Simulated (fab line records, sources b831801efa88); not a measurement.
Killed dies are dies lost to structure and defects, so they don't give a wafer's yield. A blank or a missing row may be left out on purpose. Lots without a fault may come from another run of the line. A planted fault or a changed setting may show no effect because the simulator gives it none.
Chamber matching | flow sky130 | SKY_VIA1_CMP_02 on cmp-01: 4 sister chambers
The step polishes SiO2. 8 wafers are shown with their chamber, then 12 later ones without.

WAFERS WITH THEIR CHAMBER
wafer  | chamber | motor_current_A (A)
L088.1 | 2       | 13.8
L092.3 | 2       | 13.4
L092.4 | 3       | 11.8
L092.5 | 1       | 12.0
L092.6 | 0       | 13.6
L093.2 | 0       | 13.3
L093.3 | 3       | 11.8
L093.4 | 1       | 11.9

WAFERS WITHOUT THEIR CHAMBER
wafer  | motor_current_A (A)
L094.1 | 11.2
L094.3 | 13.7
L094.4 | 13.8
L094.2 | 12.0
L094.5 | 11.8
L094.6 | 13.9
L095.1 | 13.4
L095.3 | 11.5
L095.4 | 11.7
L097.1 | 13.1
L097.3 | 11.7
L097.4 | 11.6

WHICH CHAMBER EACH WENT THROUGH
wafer  | from the rows above     | in truth
L094.1 | can't be placed: 3 or 1 | 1
L094.3 | can't be placed: 2 or 0 | 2
L094.4 | can't be placed: 2 or 0 | 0
L094.2 | can't be placed: 1 or 3 | 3
L094.5 | can't be placed: 3 or 1 | 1
L094.6 | can't be placed: 2 or 0 | 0
L095.1 | can't be placed: 0 or 2 | 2
L095.3 | can't be placed: 3 or 1 | 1
L095.4 | can't be placed: 3 or 1 | 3
L097.1 | can't be placed: 0 or 2 | 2
L097.3 | can't be placed: 3 or 1 | 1
L097.4 | can't be placed: 3 or 1 | 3
Placed correctly: 0 of 12. Can't be placed from these rows: 12 (the true chamber is among the candidates in 12). Placed wrongly: 0.
How it was worked out, from the rows above alone: a wafer's distance from a chamber is the root of the sum, over the readings, of the square of ((its reading less the chamber's mean) divided by the reading's scatter). The wafer belongs to the nearest chamber; if the next one is less than 2 further off, it can't be placed. A chamber's mean is the mean of its shown wafers. The scatter: the root of (the sum of the squares of (reading less its chamber's mean) over the shown wafers, divided by (wafers less chambers)).
